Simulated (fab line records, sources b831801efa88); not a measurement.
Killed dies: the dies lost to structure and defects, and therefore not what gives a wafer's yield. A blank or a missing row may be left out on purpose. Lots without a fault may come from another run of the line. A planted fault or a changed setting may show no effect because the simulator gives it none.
Which tool is to blame? | flow gf180mcu | Sampling: 13 lots, 39 wafers, 6 of 602 route steps

## WHAT THE GAUGES READ, wafer by wafer
GF_NWELL_OVL_MEAS_07.
lot  | measured    | on         | NWELL_OVL (nm)
L291 | day 3 07:08 | overlay-02 | -2.1 -1.3 1.0
L292 | day 3 12:23 | overlay-02 | -1.3 0.1 -2.6
L293 | day 3 17:02 | overlay-02 | 1.7 -0.6 2.9
L296 | day 4 09:50 | overlay-02 | - - -
L300 | day 5 08:15 | overlay-02 | -2.2 -0.6 -2.8
L306 | day 6 16:58 | overlay-01 | -1.8 -0.5 0.6
L308 | day 7 03:38 | overlay-01 | -0.8 -0.7 0.6
L309 | day 7 09:20 | overlay-02 | 1.4 0.6 -0.5
L310 | day 7 14:26 | overlay-02 | 0.9 -0.4 -0.4
L311 | day 7 20:32 | overlay-01 | -0.5 -0.5 -0.3
L312 | day 8 02:47 | overlay-02 | 3.0 3.1 1.9
L313 | day 8 09:08 | overlay-01 | 1.3 0.6 0.2
L314 | day 8 15:17 | overlay-01 | 2.1 3.6 1.2

GF_NWELL_TW_MEAS_11.
lot  | measured    | on            | NWELL_TW
L291 | day 3 07:35 | film_metro-03 | 1585 1579 1585
L292 | day 3 12:50 | film_metro-03 | 1574 1576 1578
L293 | day 3 17:28 | film_metro-02 | 1557 1559 1552
L296 | day 4 10:17 | film_metro-03 | 30 30 30
L300 | day 5 08:41 | film_metro-03 | 1574 1570 1577
L306 | day 6 17:24 | film_metro-02 | 1563 1561 1567
L308 | day 7 04:04 | film_metro-04 | 1589 1590 1584
L309 | day 7 09:47 | film_metro-02 | 1559 1563 1559
L310 | day 7 14:53 | film_metro-02 | 1553 1555 1555
L311 | day 7 20:58 | film_metro-04 | 1603 1594 1595
L312 | day 8 03:14 | film_metro-03 | 1568 1569 1576
L313 | day 8 09:34 | film_metro-04 | 1588 1588 1585
L314 | day 8 15:44 | film_metro-02 | 1567 1565 1569

GF_VT_IMPLANT_RS_MEAS_48: the measuring method here is four-point-probe.
lot  | measured     | on            | LVPWELL_RS (ohm/sq)
L291 | day 7 13:02  | film_metro-04 | 1201.1 1200.8 1197.5
L292 | day 7 19:23  | film_metro-04 | 1195.0 1193.7 1198.0
L293 | day 8 01:04  | film_metro-03 | 1201.1 1199.7 1200.7
L296 | day 8 21:20  | film_metro-02 | 1195.3 1196.0 1196.7
L300 | day 10 00:10 | film_metro-03 | 1198.2 1195.7 1199.8
L306 | day 11 18:16 | film_metro-04 | 1193.8 1195.7 1196.0
L308 | day 12 07:52 | film_metro-02 | 1199.3 1195.1 1197.1
L309 | day 12 13:45 | film_metro-02 | 1196.8 1194.2 1194.0
L310 | day 12 19:53 | film_metro-03 | 1203.3 1203.9 1204.0
L311 | day 13 04:31 | film_metro-02 | 1193.4 1193.8 1196.3
L312 | day 13 12:03 | film_metro-02 | 1199.2 1196.4 1197.2
L313 | day 13 20:04 | film_metro-02 | 1199.7 1194.1 1197.9
L314 | day 14 03:16 | film_metro-03 | 1201.4 1195.6 1202.0

## TOOL THAT RAN EACH LOT (tool first, then ch and the chambers of the sampled wafers, then the start)
lot  | GF_STI_ETCH_14                  | GF_DNWELL_STRIP_08                  | GF_NWELL_EXPOSE_04
L291 | rie_si-01 ch 0,1,2, day 2 01:41 | plasma_asher-01 ch 0, day 2 18:50   | iline_stepper-01 ch 0, day 3 00:57
L292 | rie_si-02 ch 0,2, day 2 06:37   | plasma_asher-02 ch 0,1, day 2 23:43 | iline_stepper-01 ch 0, day 3 05:56
L293 | rie_si-02 ch 0,1,3, day 2 11:35 | plasma_asher-02 ch 0,1, day 3 03:59 | iline_stepper-01 ch 0, day 3 10:59
L296 | rie_si-02 ch 0,1,2, day 3 03:14 | plasma_asher-01 ch 0,1, day 3 20:36 | iline_stepper-02 ch 0, day 4 03:36
L300 | rie_si-01 ch 0,1, day 4 00:07   | plasma_asher-04 ch 0,1, day 4 18:19 | iline_stepper-01 ch 0, day 5 01:32
L306 | rie_si-01 ch 1,2,3, day 5 06:29 | plasma_asher-02 ch 0,1, day 6 01:35 | iline_stepper-01 ch 0, day 6 09:31
L308 | rie_si-02 ch 0,2,3, day 5 17:04 | plasma_asher-01 ch 0,1, day 6 12:04 | iline_stepper-02 ch 0, day 6 19:52
L309 | rie_si-02 ch 0,2,3, day 5 21:55 | plasma_asher-01 ch 0,1, day 6 17:44 | iline_stepper-02 ch 0, day 7 02:03
L310 | rie_si-02 ch 1,2,3, day 6 02:25 | plasma_asher-02 ch 0,1, day 6 22:19 | iline_stepper-02 ch 0, day 7 07:02
L311 | rie_si-02 ch 1,2,3, day 6 08:11 | plasma_asher-02 ch 0,1, day 7 04:37 | iline_stepper-02 ch 0, day 7 12:38
L312 | rie_si-01 ch 0,2,3, day 6 14:12 | plasma_asher-01 ch 0,1, day 7 10:26 | iline_stepper-02 ch 0, day 7 19:14
L313 | rie_si-01 ch 0,1, day 6 20:46   | plasma_asher-01 ch 0, day 7 17:59   | iline_stepper-02 ch 0, day 8 02:04
L314 | rie_si-02 ch 0,1,3, day 7 00:56 | plasma_asher-01 ch 0,1, day 7 23:29 | iline_stepper-02 ch 0, day 8 07:30
- GF_STI_ETCH_14: etches Si in HBr/Cl2/O2, target depth 360 nm, time 102.9 s.
- GF_DNWELL_STRIP_08: strips in O2/N2.
- GF_NWELL_EXPOSE_04: exposes mask Nwell, target cd 860 nm.

## WHAT THE TOOLS THEMSELVES READ (means of the sampled wafers that have a number; where no wafer has one, the mark that the record gives instead)
GF_STI_ETCH_14.
lot  | tool      | drypump_motor_current_A (A) | oes_product_au (a.u.) | throttle_valve_pct (%)
L291 | rie_si-01 | 6.1                         | 1.003                 | 25.650
L292 | rie_si-02 | 5.1                         | 1.003                 | 25.657
L293 | rie_si-02 | 5.6                         | 0.994                 | 25.660
L296 | rie_si-02 | 5.5                         | 0.998                 | 25.661
L300 | rie_si-01 | 6.1                         | 1.000                 | 25.649
L306 | rie_si-01 | 6.3                         | 1.006                 | 25.650
L308 | rie_si-02 | 5.2                         | 1.009                 | 25.653
L309 | rie_si-02 | 5.2                         | 1.008                 | 25.656
L310 | rie_si-02 | 5.6                         | 1.007                 | 25.656
L311 | rie_si-02 | 5.6                         | 1.014                 | 25.659
L312 | rie_si-01 | 6.0                         | 0.999                 | 25.654
L313 | rie_si-01 | 6.1                         | 0.996                 | 25.658
L314 | rie_si-02 | 5.5                         | 0.997                 | 25.660

GF_DNWELL_STRIP_08.
lot  | tool            | drypump_motor_current_A (A) | heater_power_w (W) | oes_product_au (a.u.) | strip_time_to_endpoint_s (s)
L291 | plasma_asher-01 | 5.2                         | 354                | 0.721                 | 37.06
L292 | plasma_asher-02 | 5.8                         | 309                | 0.722                 | 36.89
L293 | plasma_asher-02 | 5.6                         | 312                | 0.721                 | 37.08
L296 | plasma_asher-01 | 5.1                         | 358                | 0.726                 | 36.81
L300 | plasma_asher-04 | 5.3                         | 315                | 0.719                 | 36.85
L306 | plasma_asher-02 | 5.8                         | 316                | 0.722                 | 36.77
L308 | plasma_asher-01 | 5.2                         | 353                | 0.720                 | 36.89
L309 | plasma_asher-01 | 5.2                         | 354                | 0.724                 | 37.04
L310 | plasma_asher-02 | 5.8                         | 315                | 0.726                 | 36.90
L311 | plasma_asher-02 | 5.8                         | 319                | 0.724                 | 36.88
L312 | plasma_asher-01 | 5.1                         | 355                | 0.717                 | 36.90
L313 | plasma_asher-01 | 5.2                         | 352                | 0.720                 | 36.93
L314 | plasma_asher-01 | 5.2                         | 353                | 0.726                 | 37.03

## THE ANSWER, worked out from the rows above alone
Rule: the usual values come from the lots themselves. The widest of any qualifying gaps counts: lots, ordered by their means at a reading, are off when they make up no more than a third of the lots, leave a main group of 4 or more, and stand apart from it by 3 or more times the standard deviation of that group's means. If all means in a main group match to the digits the tables above print for the reading, that group is not used. Also off: a lot with no number at a reading for which 4 or more lots have one. All remaining lots with rows at the step are treated as sound. The gauges are gone through in route order, then the tools' own readings, and for those a lot's mean is taken as printed above. At the first step where some lot is off, the reading lying furthest off is the one used; lots without a number count as furthest.
Off: at GF_NWELL_OVL_MEAS_07 (NWELL_OVL), L296. Without a number there: L296. Main group: mean 0.2 nm, sd 1.3.
If a tool, at a process step before that reading, ran all the lots that are off and no sound lot after the first of them, it fits. The gauges at GF_NWELL_OVL_MEAS_07 aren't tried: what is off there is off at GF_NWELL_TW_MEAS_11 too, on other tools, and a gauge's error can't cause that. No candidate that was tried fits.

## WHAT HAD BEEN PUT IN BY THE SIMULATOR
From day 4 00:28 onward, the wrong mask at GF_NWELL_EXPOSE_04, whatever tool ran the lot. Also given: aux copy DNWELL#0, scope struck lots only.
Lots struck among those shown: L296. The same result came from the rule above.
